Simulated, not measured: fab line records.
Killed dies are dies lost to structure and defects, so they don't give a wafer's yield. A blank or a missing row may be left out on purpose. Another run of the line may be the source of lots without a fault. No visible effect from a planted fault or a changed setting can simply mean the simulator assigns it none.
Which of the tools did it? | flow sky130 | 11 lots with 33 wafers sampled at 2 steps, on a route of 708 steps

== WHAT THE GAUGES READ, wafer by wafer ==
SKY_SPACER_THK_MEAS_01.
lot  | measured     | on            | SPACER_CVD_00_THK (nm)
L357 | day 22 12:55 | film_metro-02 | 43.0 43.0 43.1
L358 | day 22 16:18 | film_metro-02 | 43.2 43.1 43.0
L359 | day 23 14:10 | film_metro-03 | 43.4 43.5 43.5
L363 | day 25 13:56 | film_metro-04 | 43.4 43.3 43.4
L365 | day 26 07:47 | film_metro-02 | 43.1 43.6 43.1
L368 | day 27 11:39 | film_metro-02 | 43.8 43.7 43.7
L367 | day 27 14:14 | film_metro-02 | 43.0 43.2 43.3
L369 | day 28 04:22 | film_metro-02 | 62.1 61.8 62.0
L370 | day 28 02:08 | film_metro-03 | 62.6 62.5 62.2
L371 | day 28 11:25 | film_metro-02 | 62.5 62.5 62.2
L380 | day 30 20:29 | film_metro-02 | 43.4 43.3 43.1

== EACH LOT AND THE TOOL THAT RAN IT (in order: tool; ch and the chambers of the sampled wafers; start) ==
lot  | SKY_SPACER_CVD_00
L357 | lpcvd-02 ch 1, day 22 11:43
L358 | lpcvd-02 ch 1, day 22 14:29
L359 | lpcvd-02 ch 1, day 23 12:22
L363 | lpcvd-02 ch 1, day 25 12:43
L365 | lpcvd-02 ch 1, day 26 06:34
L368 | lpcvd-02 ch 0, day 27 10:26
L367 | lpcvd-02 ch 1, day 27 13:01
L369 | lpcvd-02 ch 1, day 28 03:10
L370 | lpcvd-02 ch 0, day 28 00:55
L371 | lpcvd-02 ch 1, day 28 10:13
L380 | lpcvd-02 ch 1, day 30 19:17
- SKY_SPACER_CVD_00: deposits Si3N4 from DCS/NH3, target thk 43.1 nm, time 740 s.

== THE ANSWER, worked out from the rows above alone ==
Rule: usual is defined by the lots themselves. Put in order of their means at a reading, lots are off if they are a third of the lots or fewer, leave a main group of 4 or more, and stand apart from it by a gap of 3 or more times the standard deviation of the main group's means; of several such gaps the widest counts. A main group is skipped when, at the precision printed for the reading in the tables above, its means are all equal. A lot without any number at a reading at which 4 lots or more have one is off too. Where the step has rows for the other lots, those lots are counted as sound.
Off: L369, L370, L371, at SKY_SPACER_THK_MEAS_01 (SPACER_CVD_00_THK). The main group: mean 43.3 nm, standard deviation 0.21.
If a tool, at a process step before that reading, ran all the lots that are off and no sound lot after the first of them, it fits. The gauges at SKY_SPACER_THK_MEAS_01 are tried like those tools. No candidate that was tried fits.

== WHAT WAS PUT IN BY THE SIMULATOR ==
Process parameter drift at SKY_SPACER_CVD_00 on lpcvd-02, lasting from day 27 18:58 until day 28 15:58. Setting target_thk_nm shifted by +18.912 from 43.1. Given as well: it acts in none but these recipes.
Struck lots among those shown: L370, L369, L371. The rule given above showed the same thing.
